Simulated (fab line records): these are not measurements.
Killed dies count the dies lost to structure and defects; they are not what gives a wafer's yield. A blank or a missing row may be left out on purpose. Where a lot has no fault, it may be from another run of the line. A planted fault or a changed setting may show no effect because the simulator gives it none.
Which tool was responsible?    flow sky130    10 lots, 30 wafers sampled, at 1 step of a route of 708

## WHAT THE GAUGES SHOWED, per wafer
SKY_METAL1_THK_MEAS_06: measures by xrf.
lot   measured      on             METAL1_ALCU_THK (nm)
L800  day 31 10:28  film-metro-01  251 254 253
L801  day 31 22:25  film-metro-04  252 256 256
L808  day 34 03:52  film-metro-03  251 254 255
L811  day 35 05:56  film-metro-04  257 254 256
L813  day 36 02:37  film-metro-03  250 247 248
L819  day 37 13:44  film-metro-03  251 251 251
L820  day 37 19:41  film-metro-03  256 253 254
L821  day 38 03:56  film-metro-04  258 253 252
L822  day 38 12:37  film-metro-04  251 255 254
L823  day 38 20:44  film-metro-03  251 251 254

## WHICH TOOL RAN EACH LOT (tool, then ch and the chambers of the sampled wafers, then the start)
Before these readings, the record contains no process step.

## THE ANSWER, worked out from the rows above alone
Rule: what is usual is taken from the lots themselves. The widest of any qualifying gaps counts: lots, ordered by their means at a reading, are off when they make up no more than a third of the lots, leave a main group of 4 or more, and stand apart from it by 3 or more times the standard deviation of that group's means. A main group is skipped when, at the precision printed for the reading in the tables above, its means are all equal. Also off: a lot with no number at a reading for which 4 or more lots have one. All remaining lots with rows at the step are treated as sound.
No lot is off at any reading shown: from this, nothing can be told.

## WHAT THE SIMULATOR PUT IN
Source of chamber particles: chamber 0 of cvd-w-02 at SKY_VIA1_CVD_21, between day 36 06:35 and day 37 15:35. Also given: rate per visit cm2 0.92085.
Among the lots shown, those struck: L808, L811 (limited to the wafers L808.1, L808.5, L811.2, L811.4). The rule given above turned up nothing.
